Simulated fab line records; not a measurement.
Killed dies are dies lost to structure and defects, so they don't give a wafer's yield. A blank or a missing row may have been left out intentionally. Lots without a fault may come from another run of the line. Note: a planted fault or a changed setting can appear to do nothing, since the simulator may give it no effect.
Which tool is to blame? :: flow sfqLine :: 15 lots (42 wafers sampled), 1 step of a 325-step route

## WHAT EACH GAUGE READ, for each wafer
The record holds no reading of a measuring or inspecting step that can be judged against a usual standard deviation.

## EACH LOT AND THE TOOL THAT RAN IT (in order: tool; ch and the chambers of the sampled wafers; start)
lot: L310
SFQ_TRILAYER_L0_ETCH_METAL_ETCH_008: rieMetal-04 ch 0,1, day 4 08:17

lot: L311
SFQ_TRILAYER_L0_ETCH_METAL_ETCH_008: rieMetal-03 ch 0,1, day 4 14:17

lot: L312
SFQ_TRILAYER_L0_ETCH_METAL_ETCH_008: rieMetal-02 ch 0,1, day 4 19:05

lot: L313
SFQ_TRILAYER_L0_ETCH_METAL_ETCH_008: rieMetal-04 ch 0,1, day 4 23:54

lot: L314
SFQ_TRILAYER_L0_ETCH_METAL_ETCH_008: rieMetal-03 ch 0,1, day 5 05:53

lot: L315
SFQ_TRILAYER_L0_ETCH_METAL_ETCH_008: rieMetal-04 ch 0,1, day 5 08:17

lot: L316
SFQ_TRILAYER_L0_ETCH_METAL_ETCH_008: rieMetal-03 ch 0,1, day 5 13:05

lot: L317
SFQ_TRILAYER_L0_ETCH_METAL_ETCH_008: rieMetal-03 ch 0,1, day 5 19:05

lot: L318
SFQ_TRILAYER_L0_ETCH_METAL_ETCH_008: rieMetal-03 ch 0,1, day 6 01:05

lot: L319
SFQ_TRILAYER_L0_ETCH_METAL_ETCH_008: rieMetal-04 ch 0, day 6 03:33

lot: L320
SFQ_TRILAYER_L0_ETCH_METAL_ETCH_008: rieMetal-03 ch 0,1, day 6 10:41

lot: L321
SFQ_TRILAYER_L0_ETCH_METAL_ETCH_008: rieMetal-03 ch 0, day 6 19:05

lot: L330
SFQ_TRILAYER_L0_ETCH_METAL_ETCH_008: rieMetal-03 ch 0, day 9 16:35

lot: L331
SFQ_TRILAYER_L0_ETCH_METAL_ETCH_008: rieMetal-03 ch 1, day 10 01:05

lot: L332
SFQ_TRILAYER_L0_ETCH_METAL_ETCH_008: rieMetal-03 ch 1, day 10 07:05
- SFQ_TRILAYER_L0_ETCH_METAL_ETCH_008: etches MoNx KI in SF6/O2, stops on SiO2, target depth 50 nm, time 25 s.

## WHAT THE TOOLS THEMSELVES READ (means of the sampled wafers that have a number; where no wafer has one, the mark that the record gives instead)
SFQ_TRILAYER_L0_ETCH_METAL_ETCH_008.
lot: L310
tool: rieMetal-04
drypumpMotorCurrentA (A): 5.40
oesProductAu (a.u.): 0.876
runLengthS (s): 53.0

lot: L311
tool: rieMetal-03
drypumpMotorCurrentA (A): 5.23
oesProductAu (a.u.): 0.880
runLengthS (s): 53.7

lot: L312
tool: rieMetal-02
drypumpMotorCurrentA (A): 5.81
oesProductAu (a.u.): 0.868
runLengthS (s): 53.7

lot: L313
tool: rieMetal-04
drypumpMotorCurrentA (A): 5.38
oesProductAu (a.u.): 0.870
runLengthS (s): 53.0

lot: L314
tool: rieMetal-03
drypumpMotorCurrentA (A): 5.23
oesProductAu (a.u.): 0.877
runLengthS (s): 53.6

lot: L315
tool: rieMetal-04
drypumpMotorCurrentA (A): 5.38
oesProductAu (a.u.): 0.874
runLengthS (s): 53.2

lot: L316
tool: rieMetal-03
drypumpMotorCurrentA (A): 5.45
oesProductAu (a.u.): 0.883
runLengthS (s): 53.5

lot: L317
tool: rieMetal-03
drypumpMotorCurrentA (A): 5.44
oesProductAu (a.u.): 0.870
runLengthS (s): 53.4

lot: L318
tool: rieMetal-03
drypumpMotorCurrentA (A): 5.44
oesProductAu (a.u.): 0.862
runLengthS (s): 53.4

lot: L319
tool: rieMetal-04
drypumpMotorCurrentA (A): 5.52
oesProductAu (a.u.): 0.884
runLengthS (s): 53.4

lot: L320
tool: rieMetal-03
drypumpMotorCurrentA (A): 5.23
oesProductAu (a.u.): 0.866
runLengthS (s): 53.7

lot: L321
tool: rieMetal-03
drypumpMotorCurrentA (A): 5.02
oesProductAu (a.u.): 0.880
runLengthS (s): 54.0

lot: L330
tool: rieMetal-03
drypumpMotorCurrentA (A): 5.02
oesProductAu (a.u.): 0.931
runLengthS (s): 52.2

lot: L331
tool: rieMetal-03
drypumpMotorCurrentA (A): 5.66
oesProductAu (a.u.): 0.997
runLengthS (s): 49.3

lot: L332
tool: rieMetal-03
drypumpMotorCurrentA (A): 5.67
oesProductAu (a.u.): 0.926
runLengthS (s): 51.0

## THE ANSWER, worked out from the rows above alone
Rule: usual is defined by the lots themselves. Put in order of their means at a reading, lots are off if they are a third of the lots or fewer, leave a main group of 4 or more, and stand apart from it by a gap of 3 or more times the standard deviation of the main group's means; of several such gaps the widest counts. A main group is skipped when, at the precision printed for the reading in the tables above, its means are all equal. A lot without any number at a reading at which 4 lots or more have one is off too. All remaining lots with rows at the step are treated as sound. Order of review: gauges by route order, followed by the tools' own readings, for which a lot's mean as printed above is used. At the first step where some lot is off, the reading lying furthest off is the one used; lots without a number count as furthest.
Off: L330, L331, L332 (SFQ_TRILAYER_L0_ETCH_METAL_ETCH_008, oesProductAu). For the main group the mean is 0.874 a.u. and the standard deviation 0.0067.
If a tool, at that step or one of the process steps before it, ran each lot that is off and ran no sound lot following the first of them, it fits. One fits: rieMetal-03 at SFQ_TRILAYER_L0_ETCH_METAL_ETCH_008. A fault onset in the window from L321 (day 6 19:05, its last sound lot) to L330 (day 9 16:35, its first lot off) fits.
The tool's own readings at SFQ_TRILAYER_L0_ETCH_METAL_ETCH_008 bear it out: on the lots that are off they differ by more than 5 times the standard deviation of the sound lots' means. oesProductAu reads 0.951 a.u. there against 0.874 a.u. on the sound lots; runLengthS reads 50.8 s there against 53.5 s on the sound lots.

## WHAT WAS PUT IN BY THE SIMULATOR
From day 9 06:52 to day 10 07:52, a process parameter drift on rieMetal-03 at SFQ_TRILAYER_L0_ETCH_METAL_ETCH_008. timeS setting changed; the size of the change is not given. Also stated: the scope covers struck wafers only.
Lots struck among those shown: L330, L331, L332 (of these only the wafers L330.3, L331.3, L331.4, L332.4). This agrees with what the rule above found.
